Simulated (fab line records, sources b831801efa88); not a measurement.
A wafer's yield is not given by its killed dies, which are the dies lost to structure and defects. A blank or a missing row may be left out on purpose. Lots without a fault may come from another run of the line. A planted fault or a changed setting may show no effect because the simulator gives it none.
fab line records	flow sky130
record lots=5	wafers=15	lastDay=50
route steps=708 shown SD_N@350 SD_P@359 RES_XHIGH@360 SALICIDE@361 LI_CONTACT@362 PAD_OPEN@708
lots untouched by any fault: they come from a run of this same line in which no faults occurred
startH: hours from the record's first day to the start of the lot's first wafer shown	waitH: hours from the lot's prior step to this one	" unchanged from the row above	L1.1+2: several wafers, shown together as one row	- no value, or no start given	* or withheld: withheld	< > ~ a bound
route shown NAME@n: a module of which the file shows steps, and the number in the route of the first	usual: mean and standard deviation over wafers with no fault	same: alike in all rows	chamber/n: place in a boat	sites: per-site readings	_std_site: how widely they spread, as a standard deviation	_edge_site: outer sites' mean less inner sites'	radiusMm: for every site, how far away it sits from the centre of the wafer	mask NAME#n: copy n	behind: the last tool/chamber to shape the wafer	hold: why the lot went on hold/how many hours it stayed there/how the hold came to an end	device: transistor that didn't switch, given as n, p or np	end of line: tests run on the same wafers once the route is complete	step lacking rows: just its recipe	killed: at the first sort, the dies lost to defects and structure; wafer yield is something else	map: a wafer's dies, marking killed ones x, the rest . and places with no die _
set.NAME: the run value of the setting; set.NAME@STEP: its run value at that earlier step	model.NAME: the simulator's own value behind a step, which no gauge read
a table for each step, a row for each wafer; lots at some steps of the route
services: the hour from which a tool's chamber was out of use, counted from the record's first day as startH (under 0 if before that day), plus the number of hours and why
## steps
# step SKY_SD_N_OVL_MEAS_08
# usual SD_N_OVL=-0.4/1.3
lot.wafer	tool	chamber	startH	waitH	SD_N_OVL[nm]
L233.1	overlay-02	-	650.73	0.1	1.2
L233.2	"	-	"	"	1.2
L233.5	"	-	"	"	0.7
L239.3	overlay-02	-	703.49	0.1	-1.4
L239.5	"	-	"	"	-1.2
L239.6	"	-	"	"	-0.8
L243.1	overlay-01	-	742.23	0.1	-0.6
L243.5	"	-	"	"	-1.6
L243.6	"	-	"	"	-1.7
L252.3	overlay-02	-	808.01	0.1	1.0
L252.4	"	-	"	"	1.1
L252.5	"	-	"	"	0.3
L254.1	overlay-01	-	816.35	0.1	0.6
L254.5	"	-	"	"	1.0
L254.6	"	-	"	"	-2.8
# step SKY_SD_N_IMPLANT_09
# recipe species=As	energyKev=50	doseCm2=4e+15	tiltDeg=0
# step SKY_SD_N_IMPLANT_10
# recipe species=P	energyKev=20	doseCm2=1e+14	tiltDeg=0
# step SKY_SD_N_STRIP_11
# recipe chemistry=O2/N2	powerW=1400	pressureMtorr=1500	platenTempC=withheld	o2FlowSccm=3000	n2FlowSccm=300	overashFraction=0.5
# usual drypumpMotorCurrentA=5.5/0.42	o2FlowSccm=3000/9.5	oesProductAu=0.527/0.0047	stripTimeToEndpointS=22.55/0.048
lot.wafer	tool	chamber	startH	waitH	drypumpMotorCurrentA	o2FlowSccm	oesProductAu	rfHoursCounterH	stripTimeToEndpointS
L233.1	plasmaAsher-04	1	651.06	0.1	5.6	3009	0.536	22	22.64
L233.2	"	0	"	"	5.0	3000	0.523	22	22.60
L233.5	"	0	"	"	5.0	3000	0.524	-	22.61
L239.3	plasmaAsher-01	1	703.85	0.1	5.4	3005	0.530	-	22.54
L239.5	"	1	"	"	5.4	2997	0.523	-	22.52
L239.6	"	0	"	"	5.6	3007	0.539	-	22.52
L243.1	plasmaAsher-04	1	742.56	0.1	5.6	2996	0.528	33	22.52
L243.5	"	0	"	"	5.0	2985	0.534	-	22.51
L243.6	"	1	"	"	5.6	2983	0.531	-	22.53
L252.3	plasmaAsher-01	1	808.37	0.1	5.4	3001	0.533	-	22.49
L252.4	"	0	"	"	5.6	2990	0.524	-	22.42
L252.5	"	1	"	"	5.4	2979	0.521	-	22.45
L254.1	plasmaAsher-01	0	816.69	0.1	5.7	2997	0.527	65	22.58
L254.5	"	0	"	"	5.6	3013	0.526	-	22.55
L254.6	"	1	"	"	5.4	2992	0.523	-	22.59
# step SKY_SD_N_TW_MEAS_12
# usual SD_N_TW=3991/34
lot.wafer	tool	chamber	startH	waitH	SD_N_TW
L233.1	filmMetro-01	-	651.16	0.1	3958
L233.2	"	-	"	"	3950
L233.5	"	-	"	"	3962
L239.3	filmMetro-04	-	703.93	0.1	4032
L239.5	"	-	"	"	4002
L239.6	"	-	"	"	4019
L243.1	filmMetro-02	-	742.66	0.1	3937
L243.5	"	-	"	"	3948
L243.6	"	-	"	"	3948
L252.3	filmMetro-04	-	808.46	0.1	4003
L252.4	"	-	"	"	4020
L252.5	"	-	"	"	4023
L254.1	filmMetro-04	-	816.79	0.1	4023
L254.5	"	-	"	"	4049
L254.6	"	-	"	"	4010
# step SKY_SD_N_CLEAN_13
# recipe chemistry=SC1/SC2	mix=1:4:20	tempC=70	timeS=150	dry=n2Spin
# step SKY_SD_N_RTA_14
# recipe tempC=1075	timeS=2	idleTempC=650	rampUpCPerS=150	rampDownCPerS=90	ambient=N2
# usual annealTempCMax=1080.7/1.4	lampPowerPct=15.73/0.051	rampDownCPerS=89.999/0.017	wafer_temp_C_max=1078.0/1.1
lot.wafer	tool	chamber	startH	waitH	annealTempCMax	lampPowerPct	rampDownCPerS	wafer_temp_C_max
L233.1	rtpAnneal-01	0	651.27	0.0	1081.8	15.76	89.961	1080.0
L233.2	"	0	"	"	1084.2	15.78	89.982	1079.0
L233.5	"	0	"	"	1081.5	15.77	90.002	1076.4
L239.3	rtpAnneal-01	0	704.05	0.0	1083.2	15.68	90.006	1078.0
L239.5	"	0	"	"	1081.0	15.81	90.018	1081.6
L239.6	"	0	"	"	1080.8	15.82	90.010	1079.5
L243.1	rtpAnneal-01	0	742.77	0.0	1080.0	15.74	89.997	1078.0
L243.5	"	0	"	"	1080.4	15.71	90.012	1077.7
L243.6	"	0	"	"	1082.4	15.68	89.998	1078.3
L252.3	rtpAnneal-02	0	808.57	0.0	1081.4	15.75	89.991	1077.7
L252.4	"	0	"	"	1079.5	15.68	90.024	1077.5
L252.5	"	0	"	"	1078.1	15.65	89.995	1079.0
L254.1	rtpAnneal-02	0	816.90	0.0	1081.5	15.72	90.025	1077.1
L254.5	"	0	"	"	1079.5	15.79	89.990	1077.7
L254.6	"	0	"	"	1079.7	15.67	89.990	1079.6
# step SKY_SD_N_RS_MEAS_16
# recipe thkMeasGauge=four-point-probe
# usual SD_N_RS=68.42/0.099
lot.wafer	tool	chamber	startH	waitH	SD_N_RS[ohm/sq]
L233.1	filmMetro-04	-	651.45	0.1	68.30
L233.2	"	-	"	"	68.27
L233.5	"	-	"	"	68.34
L239.3	filmMetro-01	-	704.24	0.1	68.46
L239.5	"	-	"	"	68.53
L239.6	"	-	"	"	68.46
L243.1	filmMetro-04	-	742.95	0.1	68.33
L243.5	"	-	"	"	68.36
L243.6	"	-	"	"	68.35
L252.3	filmMetro-02	-	808.76	0.1	68.30
L252.4	"	-	"	"	68.57
L252.5	"	-	"	"	68.51
L254.1	filmMetro-04	-	817.08	0.1	68.35
L254.5	"	-	"	"	68.33
L254.6	"	-	"	"	68.33
# step SKY_SD_N_RS_MEAS_17
# recipe thkMeasGauge=four-point-probe
# usual SD_P_RS=146.7/0.32
lot.wafer	tool	chamber	startH	waitH	SD_P_RS[ohm/sq]
L233.1	filmMetro-04	-	651.57	0.1	146.7
L233.2	"	-	"	"	146.5
L233.5	"	-	"	"	146.7
L239.3	filmMetro-01	-	704.36	0.1	146.5
L239.5	"	-	"	"	147.3
L239.6	"	-	"	"	146.3
L243.1	filmMetro-04	-	743.07	0.1	146.4
L243.5	"	-	"	"	146.2
L243.6	"	-	"	"	146.1
L252.3	filmMetro-02	-	808.88	0.1	146.5
L252.4	"	-	"	"	146.8
L252.5	"	-	"	"	147.1
L254.1	filmMetro-04	-	817.20	0.1	146.6
L254.5	"	-	"	"	146.4
L254.6	"	-	"	"	146.6
# step SKY_SD_N_RS_MEAS_18
# recipe thkMeasGauge=four-point-probe
# usual RES_XHIGH_RS=325.9/1.2
lot.wafer	tool	chamber	startH	waitH	RES_XHIGH_RS[ohm/sq]
L233.1	filmMetro-04	-	651.69	0.1	327.1
L233.2	"	-	"	"	325.2
L233.5	"	-	"	"	326.0
L239.3	filmMetro-01	-	704.48	0.1	326.3
L239.5	"	-	"	"	326.5
L239.6	"	-	"	"	325.3
L243.1	filmMetro-04	-	743.19	0.1	327.6
L243.5	"	-	"	"	328.4
L243.6	"	-	"	"	327.0
L252.3	filmMetro-02	-	809.00	0.1	324.7
L252.4	"	-	"	"	326.2
L252.5	"	-	"	"	326.8
L254.1	filmMetro-04	-	817.32	0.1	325.2
L254.5	"	-	"	"	325.6
L254.6	"	-	"	"	324.5
# step SKY_SALICIDE_CLEAN_00
# recipe chemistry=HF-last	timeS=30	dilution=100:1	dry=ipaMarangoni
# step SKY_LI_CONTACT_HDPCVD_00
# recipe material=PSG	targetThkNm=930	sigmaOpenFrac=0.3	timeS=155	tempC=600	sih4FlowSccm=60	pressureMtorr=6
# usual pressureMtorr=6.000/0.012	runLengthS=182.9/0.46
lot.wafer	tool	chamber	startH	waitH	pressureMtorr	runLengthS	model.PSG_of_LI_CONTACT_HDPCVD_00.thkNm
L233.1	hdpcvd-02	0	651.82	0.0	5.996	182.7	927.8
L233.2	"	1	"	"	5.975	183.6	944.9
L233.5	"	1	"	"	6.002	183.2	932.7
L239.3	hdpcvd-02	1	704.63	0.1	6.021	183.2	931.5
L239.5	"	2	"	"	5.984	182.5	934
L239.6	"	1	"	"	6.014	183.2	932.9
L243.1	hdpcvd-01	0	743.32	0.0	6.012	182.5	939.3
L243.5	"	0	"	"	6.007	182.5	939.8
L243.6	"	1	"	"	6.012	183.0	928.7
L252.3	hdpcvd-02	1	809.10	0.0	5.989	183.4	955
L252.4	"	1	"	"	6.000	183.9	943.6
L252.5	"	0	"	"	6.015	244.5	1309
L254.1	hdpcvd-01	2	817.45	0.0	5.981	182.8	927.8
L254.5	"	2	"	"	5.987	182.3	930.8
L254.6	"	0	"	"	5.982	182.6	942.1
# step SKY_LI_CONTACT_THK_MEAS_01
# recipe reads=PSG_of_LI_CONTACT_HDPCVD_00
# usual LI_CONTACT_HDPCVD_THK=930/10
lot.wafer	tool	chamber	startH	waitH	LI_CONTACT_HDPCVD_THK[nm]
L233.1	filmMetro-04	-	651.93	0.1	928
L233.2	"	-	"	"	945
L233.5	"	-	"	"	932
L239.3	filmMetro-04	-	704.75	0.1	932
L239.5	"	-	"	"	934
L239.6	"	-	"	"	933
L243.1	filmMetro-02	-	743.43	0.1	940
L243.5	"	-	"	"	940
L243.6	"	-	"	"	929
L252.3	filmMetro-04	-	809.22	0.1	955
L252.4	"	-	"	"	943
L252.5	"	-	"	"	1309
L254.1	filmMetro-02	-	817.56	0.1	927
L254.5	"	-	"	"	931
L254.6	"	-	"	"	942
# step SKY_LI_CONTACT_CMP_02
# recipe material=PSG	downForcePsi=4	platenRpm=60	padVelocityMS=0.94248
# usual motorCurrentA=12.3/1.3	retainingRingPressureFrac=1.000/0.0052	timeToEndpointS=34.3/2.5
lot.wafer	tool	chamber	startH	waitH	motorCurrentA	retainingRingPressureFrac	timeToEndpointS
L233.1	cmp-02	0	652.04	0.1	10.7	1.004	30.7
L233.2	"	2	"	"	13.0	1.002	33.4
L233.5	"	3	"	"	11.2	0.997	32.3
L239.3	cmp-01	3	704.84	0.1	10.9	0.992	31.1
L239.6	"	2	"	"	11.1	1.004	31.0
L239.5	"	3	"	"	11.7	0.991	31.0
L243.1	cmp-02	1	743.59	0.1	14.0	0.993	34.8
L243.6	"	3	"	"	11.8	1.004	36.5
L243.5	"	0	"	"	11.4	1.003	38.6
L252.4	cmp-01	1	809.26	0.0	13.0	0.996	35.7
L252.3	"	3	"	"	10.3	0.993	33.0
L252.5	"	1	"	"	13.3	0.997	69.4
L254.1	cmp-02	0	817.77	0.2	10.9	1.006	34.6
L254.6	"	1	"	"	13.2	0.993	33.5
L254.5	"	2	"	"	12.6	1.004	35.2
# step SKY_LI_CONTACT_BOW_MEAS_03
# recipe mode=bow
# usual LI_CONTACT_BOW=55/6.7
lot.wafer	tool	chamber	startH	waitH	LI_CONTACT_BOW[um]
L233.1	filmMetro-04	-	652.29	0.2	67
L233.2	"	-	"	"	53
L233.5	"	-	"	"	57
L239.3	filmMetro-04	-	705.13	0.2	54
L239.5	"	-	"	"	63
L239.6	"	-	"	"	60
L243.1	filmMetro-02	-	743.79	0.1	57
L243.5	"	-	"	"	54
L243.6	"	-	"	"	53
L252.3	filmMetro-04	-	809.60	0.2	59
L252.4	"	-	"	"	61
L252.5	"	-	"	"	53
L254.1	filmMetro-02	-	817.92	0.1	46
L254.5	"	-	"	"	68
L254.6	"	-	"	"	50
# step SKY_PAD_OPEN_PROBE_99
# usual killed_at_M0_to_M3=44/6.6	killed_at_M4_up=3.0/2	killedAtContacts=24/5.1	killedAtFrontEnd=15/4.1	killedAtOther=0.4/0.62	killedDies=86/9.3	killedOpen=46/6.8	killedShort=40/5.8
# same grossDies=492	killedAtBackSide=0
lot.wafer	tool	chamber	startH	waitH	killed_at_M0_to_M3	killed_at_M4_up	killedAtContacts	killedAtFrontEnd	killedAtOther	killedDies	killedOpen	killedShort
L233.1	prober-02	-	1078.05	0.1	48	4	17	13	0	82	42	40
L233.2	prober-02	-	1078.10	0.1	45	2	17	10	0	74	49	25
L233.5	prober-02	-	1078.25	0.2	42	3	29	16	1	91	44	47
L239.3	prober-01	-	1116.80	0.2	43	1	26	27	0	97	47	50
L239.5	prober-01	-	1116.90	0.2	47	3	36	21	0	107	69	38
L239.6	prober-01	-	1116.95	0.2	53	0	32	22	1	108	56	52
L252.3	prober-01	-	1187.54	0.2	46	1	26	14	0	87	43	44
L252.4	prober-01	-	1187.59	0.2	48	1	15	9	2	75	47	28
L252.5	prober-01	-	1187.64	0.2	33	1	22	10	1	67	37	30
# killed by level:class
L233.1 VIA2:geometricParticle:open=11 METAL2:geometricParticle:short=9 VIA1:geometricParticle:open=8 LOCAL_INTERCONNECT:geometricParticle:short=7 CONTACT:geometricParticle:open=5 VIA1:geometricParticle:short=5 VIA2:geometricParticle:short=5 POLY_GATE:geometricParticle:open=4
L233.2 VIA3:geometricParticle:open=12 CONTACT:geometricParticle:open=10 VIA1:geometricParticle:open=10 METAL1:geometricParticle:short=7 FIELD_ISO:geometricParticle:open=4 METAL2:geometricParticle:short=4 LI_CONTACT:geometricParticle:open=3 CONTACT:geometricParticle:short=3
L233.5 CONTACT:geometricParticle:short=13 CONTACT:geometricParticle:open=11 VIA1:geometricParticle:open=11 VIA2:geometricParticle:open=8 METAL1:geometricParticle:short=6 VIA3:geometricParticle:open=6 POLY_GATE:geometricParticle:short=4 FIELD_ISO:geometricParticle:short=3
L239.3 CONTACT:geometricParticle:open=9 METAL2:geometricParticle:short=8 POLY_GATE:geometricParticle:short=7 LI_CONTACT:geometricParticle:open=7 METAL1:geometricParticle:short=7 POLY_GATE:geometricParticle:open=6 CONTACT:geometricParticle:short=6 VIA3:geometricParticle:open=6
L239.5 VIA1:geometricParticle:open=16 CONTACT:geometricParticle:open=13 LI_CONTACT:geometricParticle:open=10 POLY_GATE:geometricParticle:open=9 VIA2:geometricParticle:open=8 FIELD_ISO:geometricParticle:open=6 POLY_GATE:geometricParticle:short=5 CONTACT:geometricParticle:short=5
L239.6 VIA1:geometricParticle:open=12 METAL1:geometricParticle:short=11 VIA1:geometricParticle:short=11 CONTACT:geometricParticle:open=9 LI_CONTACT:geometricParticle:open=7 VIA2:geometricParticle:open=7 FIELD_ISO:geometricParticle:open=6 POLY_GATE:geometricParticle:open=5
L252.3 VIA1:geometricParticle:open=14 CONTACT:geometricParticle:open=11 METAL2:geometricParticle:short=7 LOCAL_INTERCONNECT:geometricParticle:short=6 METAL1:geometricParticle:short=5 LI_CONTACT:geometricParticle:open=5 METAL3:geometricParticle:short=5 VIA3:geometricParticle:short=4
L252.4 VIA1:geometricParticle:open=15 VIA2:geometricParticle:open=11 LI_CONTACT:geometricParticle:open=6 METAL1:geometricParticle:short=5 VIA3:geometricParticle:open=4 FIELD_ISO:geometricParticle:short=3 CONTACT:geometricParticle:open=3 METAL2:geometricParticle:short=3
L252.5 VIA1:geometricParticle:open=9 CONTACT:geometricParticle:open=8 CONTACT:geometricParticle:short=6 VIA3:geometricParticle:open=6 VIA2:geometricParticle:open=5 METAL2:geometricParticle:short=5 FIELD_ISO:geometricParticle:short=3 LOCAL_INTERCONNECT:geometricParticle:short=3
## services
tool	chamber	startH	hours	kind
cmp-01	-	634.31	0.4	repair
hdpcvd-01	-	650.75	15.0	pm
hdpcvd-01	0	650.75	15.0	ventCycle
hdpcvd-01	1	650.75	15.0	ventCycle
hdpcvd-01	2	650.75	15.0	ventCycle
cmp-01	-	655.62	6.1	pm
hdpcvd-01	0	665.75	-	clean
hdpcvd-01	1	665.75	-	clean
hdpcvd-01	2	665.75	-	clean
cmp-01	-	673.85	0.8	repair
plasmaAsher-01	-	675.51	28.1	pm
cmp-02	-	686.09	1.6	repair
hdpcvd-02	0	702.43	7.8	repair
hdpcvd-02	-	706.30	0.9	repair
hdpcvd-02	1	707.61	15.3	repair
cmp-02	-	731.74	2.2	repair
cmp-02	-	744.00	4.0	pm
cmp-02	-	748.00	-	consumableReplace:conditioner
cmp-02	-	748.00	-	consumableReplace:pad
hdpcvd-01	-	769.32	0.8	repair
cmp-01	-	781.42	4.2	pm
hdpcvd-02	-	795.60	0.6	repair
## key
firstSign step=SKY_LI_CONTACT_HDPCVD_00	reading=runLengthS	direction=up	sigmas=99+	usual=*	struck=*
effect step=SKY_LI_CONTACT_THK_MEAS_01	reading=LI_CONTACT_HDPCVD_THK	direction=up	sigmas=38	usual=930	struck=1309
effect step=SKY_LI_CONTACT_CMP_02	reading=timeToEndpointS	direction=up	sigmas=14	usual=*	struck=*
modelEffect step=SKY_LI_CONTACT_HDPCVD_00	value=PSG_of_LI_CONTACT_HDPCVD_00.thkNm	without=941.7	struck=1309
metAt SKY_LI_CONTACT_HDPCVD_00
struckWafers L252.5
testerLeftOut L252
onsetBetween 651.82 809.10
fault kind=processParameterDrift	tool=hdpcvd-02	chamber=0	onsetH=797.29	steps=SKY_LI_CONTACT_HDPCVD_00	channel=timeS	offset=*	shape=step	endH=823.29	actsIn=*	stated=*
# testerLeftOut: of these lots the tester's yield and bins aren't shown, on N5 and GAA mostly nor the transistor test; their killed dies are dies lost to structure and defects alone, not to doping, threshold or leakage, so they don't give the yield
